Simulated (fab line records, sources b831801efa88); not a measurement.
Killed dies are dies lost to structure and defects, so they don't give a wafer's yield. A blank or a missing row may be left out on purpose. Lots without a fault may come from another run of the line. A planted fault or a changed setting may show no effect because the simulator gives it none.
Chamber matching | flow gf180mcu | GF_STI_CMP_25 on cmp-01: 4 sister chambers
The step polishes, stops on Si3N4, t overpolish 33 s, target thk 524.6 nm. 4 wafers are shown with their chamber, then 10 later ones without.

WAFERS WITH THEIR CHAMBER
wafer  | chamber | motor_current_A (A)
L266.3 | 2       | 12.1
L267.4 | 0       | 11.4
L268.3 | 1       | 12.7
L268.4 | 3       | 12.5

WAFERS WITHOUT THEIR CHAMBER
wafer  | motor_current_A (A)
L268.6 | 13.6
L269.1 | 12.0
L269.3 | 13.3
L269.4 | 13.1
L270.3 | 12.6
L270.5 | 12.8
L270.6 | 11.9
L281.1 | 12.7
L281.4 | 13.5
L281.6 | 12.7

WHICH CHAMBER EACH WENT THROUGH
wafer  | from the rows above               | in truth
L268.6 | can't be placed: 1 or 3 or 2      | 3
L269.1 | can't be placed: 2 or 3 or 0 or 1 | 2
L269.3 | can't be placed: 1 or 3 or 2      | 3
L269.4 | can't be placed: 1 or 3 or 2      | 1
L270.3 | can't be placed: 1 or 3 or 2      | 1
L270.5 | can't be placed: 1 or 3 or 2      | 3
L270.6 | can't be placed: 2 or 0 or 3 or 1 | 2
L281.1 | can't be placed: 1 or 3 or 2      | 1
L281.4 | can't be placed: 1 or 3 or 2      | 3
L281.6 | can't be placed: 1 or 3 or 2      | 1
Placed correctly: 0 of 10. Can't be placed from these rows: 10 (the true chamber is among the candidates in 10). Placed wrongly: 0.
How it was worked out, from the rows above alone: a wafer's distance from a chamber is the root of the sum, over the readings, of the square of ((its reading less the chamber's mean) divided by the reading's scatter). The wafer belongs to the nearest chamber; if the next one is less than 2 further off, it can't be placed. A chamber's mean is the mean of its shown wafers. The scatter: with one shown wafer a chamber, the root of the mean of the squares of how far each hidden wafer lies from its nearest shown one.
